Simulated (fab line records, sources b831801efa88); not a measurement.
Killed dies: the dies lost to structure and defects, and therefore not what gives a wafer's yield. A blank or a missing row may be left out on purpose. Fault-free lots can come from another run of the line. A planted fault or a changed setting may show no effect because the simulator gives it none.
2 desks looking at one fault || flow sky130 || each desk has only its own numbers; what lay behind them comes last

## FOR THE TOOL OWNER'S DESK: krf scanner-02
The tool's own readings at SKY_VIA1_EXPOSE_09 (exposes mask VIM, target cd 150 nm): means of the sampled wafers that have a number, for each lot that ran on this tool. Marked OUT: a lot whose mean sits more than 4 standard deviations from the usual mean, which makes it out of limits; the brackets give that distance.
Columns: A = exposure dose mJ cm2 at SKY_VIA1_EXPOSE_09, usual 37.82
{"lot": "L445", "first seen here": "day 33 17:34", "A": 37.82}
{"lot": "L449", "first seen here": "day 35 00:33", "A": 37.86}
{"lot": "L450", "first seen here": "day 35 02:38", "A": 37.81}
{"lot": "L455", "first seen here": "day 37 00:39", "A": 37.83}
{"lot": "L461", "first seen here": "day 39 02:45", "A": "41.83 (+99 or more) OUT"}
This desk finds L461 out of limits, L461 being first, at day 39 02:45 (exposure dose mJ cm2 at SKY_VIA1_EXPOSE_09). In limits: L445, L449, L450, L455.

## THE METROLOGY DESK
What the gauges read for every lot (on any tool): the sampled wafers with a number, averaged. Marked OUT: a lot whose mean sits more than 4 standard deviations from the usual mean, which makes it out of limits; the brackets give that distance.
Columns: A = METAL1_OVL at SKY_METAL1_OVL_MEAS_16, usual -2 nm; B = cd nm at SKY_VIA1_CD_MEAS_12, usual 149.3 nm; C = VIA1_OVL at SKY_VIA1_OVL_MEAS_13, usual -3 nm
{"lot": "L445", "first seen here": "day 33 02:48", "A": -1, "B": 149.5, "C": 1}
{"lot": "L446", "first seen here": "day 33 08:05", "A": 1, "B": 149.4, "C": 4}
{"lot": "L449", "first seen here": "day 34 10:20", "A": 2, "B": 149.4, "C": -9}
{"lot": "L450", "first seen here": "day 34 12:34", "A": -12, "B": 149.4, "C": 2}
{"lot": "L451", "first seen here": "day 34 22:26", "A": 0, "B": 146.9, "C": -4}
{"lot": "L452", "first seen here": "day 35 15:56", "A": -3, "B": 148.3, "C": -4}
{"lot": "L454", "first seen here": "day 36 05:20", "A": 1, "B": 150.0, "C": -7}
{"lot": "L455", "first seen here": "day 36 10:16", "A": -0, "B": 148.9, "C": -7}
{"lot": "L462", "first seen here": "day 38 11:55", "A": 8, "B": 149.4, "C": -2}
{"lot": "L461", "first seen here": "day 38 12:29", "A": 5, "B": "103.6 (-30) OUT", "C": -8}
{"lot": "L463", "first seen here": "day 38 15:28", "A": 7, "B": 151.0, "C": 2}
{"lot": "L464", "first seen here": "day 39 03:38", "A": -6, "B": 148.8, "C": -4}
{"lot": "L466", "first seen here": "day 39 22:35", "A": -14, "B": 147.6, "C": -6}
This desk finds L461 out of limits, L461 being first, at day 39 14:33 (cd nm at SKY_VIA1_CD_MEAS_12). In limits: L445, L446, L449, L450, L451, L452, L454, L455, L462, L463, L464, L466.

## BROUGHT TOGETHER
The tool owner's desk had the chance to raise an alarm at day 39 02:45 on L461.
The metrology desk could have raised an alarm at day 39 14:33, on L461.
The lots listed all ran SKY_VIA1_EXPOSE_09 on krf scanner-02.

## WHAT THE SIMULATOR HAD PUT IN
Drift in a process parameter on krf scanner-02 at SKY_VIA1_EXPOSE_09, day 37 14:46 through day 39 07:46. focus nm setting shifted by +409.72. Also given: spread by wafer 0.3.
Lots struck among those shown: L461.
Delay (hours) between the fault's onset and each desk's first out-of-limits reading: 36 at the tool owner's desk, 48 at the metrology desk.
